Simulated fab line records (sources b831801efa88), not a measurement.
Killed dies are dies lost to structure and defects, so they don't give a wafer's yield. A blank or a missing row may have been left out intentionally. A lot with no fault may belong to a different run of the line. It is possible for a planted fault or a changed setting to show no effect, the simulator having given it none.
Split-lot experiment / flow sky130 / 23 wafers read across 5 lots, on a route 708 steps long

## THE SPLIT ITSELF
At SKY_SD_N_IMPLANT_10, the setting energy kev was moved away from the recipe's 20 on 5 of the 23 wafers read, by -4.4% to +4.0%. The other wafers ran this setting at the recipe's value.

The reading is taken at the split's own step.

## THE READING
implant.drp nm (the simulator's own value, which no gauge read), in nm, at SKY_SD_N_IMPLANT_10. No usual value for it is given in the file.

wafer=L074.1; tool, chamber at the split=implanter-04, 0; energy kev as run=19.11; against the recipe=-4.4%; implant.drp nm, nm=12.65; against lot-mates on the recipe=-0.35
wafer=L074.4; tool, chamber at the split=implanter-04, 0; energy kev as run=19.11; against the recipe=-4.4%; implant.drp nm, nm=12.65; against lot-mates on the recipe=-0.35
wafer=L074.5; tool, chamber at the split=implanter-04, 0; energy kev as run=19.11; against the recipe=-4.4%; implant.drp nm, nm=12.65; against lot-mates on the recipe=-0.35
wafer=L074.3; tool, chamber at the split=implanter-04, 0; energy kev as run=20; against the recipe=recipe; implant.drp nm, nm=13; against lot-mates on the recipe=-
wafer=L074.6; tool, chamber at the split=implanter-04, 0; energy kev as run=20; against the recipe=recipe; implant.drp nm, nm=13; against lot-mates on the recipe=-
wafer=L079.1; tool, chamber at the split=implanter-01, 0; energy kev as run=20; against the recipe=recipe; implant.drp nm, nm=13; against lot-mates on the recipe=-
wafer=L079.3; tool, chamber at the split=implanter-01, 0; energy kev as run=20; against the recipe=recipe; implant.drp nm, nm=13; against lot-mates on the recipe=-
wafer=L079.4; tool, chamber at the split=implanter-01, 0; energy kev as run=20; against the recipe=recipe; implant.drp nm, nm=13; against lot-mates on the recipe=-
wafer=L079.5; tool, chamber at the split=implanter-01, 0; energy kev as run=20; against the recipe=recipe; implant.drp nm, nm=13; against lot-mates on the recipe=-
wafer=L079.6; tool, chamber at the split=implanter-01, 0; energy kev as run=20; against the recipe=recipe; implant.drp nm, nm=13; against lot-mates on the recipe=-
wafer=L081.2; tool, chamber at the split=implanter-02, 0; energy kev as run=20; against the recipe=recipe; implant.drp nm, nm=13; against lot-mates on the recipe=-
wafer=L081.3; tool, chamber at the split=implanter-02, 0; energy kev as run=20; against the recipe=recipe; implant.drp nm, nm=13; against lot-mates on the recipe=-
wafer=L081.4; tool, chamber at the split=implanter-02, 0; energy kev as run=20; against the recipe=recipe; implant.drp nm, nm=13; against lot-mates on the recipe=-
wafer=L081.5; tool, chamber at the split=implanter-02, 0; energy kev as run=20; against the recipe=recipe; implant.drp nm, nm=13; against lot-mates on the recipe=-
wafer=L081.6; tool, chamber at the split=implanter-02, 0; energy kev as run=20; against the recipe=recipe; implant.drp nm, nm=13; against lot-mates on the recipe=-
wafer=L084.1; tool, chamber at the split=implanter-04, 0; energy kev as run=20; against the recipe=recipe; implant.drp nm, nm=13; against lot-mates on the recipe=-
wafer=L084.2; tool, chamber at the split=implanter-04, 0; energy kev as run=20; against the recipe=recipe; implant.drp nm, nm=13; against lot-mates on the recipe=-
wafer=L084.6; tool, chamber at the split=implanter-04, 0; energy kev as run=20; against the recipe=recipe; implant.drp nm, nm=13; against lot-mates on the recipe=-
wafer=L084.4; tool, chamber at the split=implanter-04, 0; energy kev as run=20.81; against the recipe=+4.0%; implant.drp nm, nm=13.31; against lot-mates on the recipe=+0.31
wafer=L084.5; tool, chamber at the split=implanter-04, 0; energy kev as run=20.81; against the recipe=+4.0%; implant.drp nm, nm=13.31; against lot-mates on the recipe=+0.31
wafer=L085.2; tool, chamber at the split=implanter-01, 0; energy kev as run=20; against the recipe=recipe; implant.drp nm, nm=13; against lot-mates on the recipe=-
wafer=L085.3; tool, chamber at the split=implanter-01, 0; energy kev as run=20; against the recipe=recipe; implant.drp nm, nm=13; against lot-mates on the recipe=-
wafer=L085.6; tool, chamber at the split=implanter-01, 0; energy kev as run=20; against the recipe=recipe; implant.drp nm, nm=13; against lot-mates on the recipe=-

THE FIT
A straight line over all 23 wafers: implant.drp nm changes by +0.0778 nm for each +1% of energy kev; r = +1.00; the points scatter about the line by 0.0019 nm.
The same after taking each lot's own level away (the mean of its wafers on the recipe; 23 wafers): +0.0778 nm for each +1%; r = +1.00; scatter 0.0019 nm.
Per that fit: largest energy kev move, reading shift of 0.35 nm.
The lots' own levels span 13.000 to 13.000 nm.
The two slopes agree, so the slope changes little with the lot-to-lot level.
Check: with one of the wafers moved furthest among these (-4.4%) left out of the fit, the line predicts -0.347 nm for it against its lot-mates. It came out at -0.35 nm against them.

## OTHER SPLITS APPLIED TO THESE WAFERS
Note: prior to the reading, these wafers also went through further splits. Each is held against what the fit with the lots' levels taken away leaves over:
other split on the same wafers=SKY_SD_P_IMPLANT_09 energy kev; wafers away from the commonest value=6; r with implant.drp nm (lot level and that fit taken away)=+0.02

## FILE'S OWN FIT
implant.drp nm changes by +0.0785 nm for each +1% of energy kev, r = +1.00.
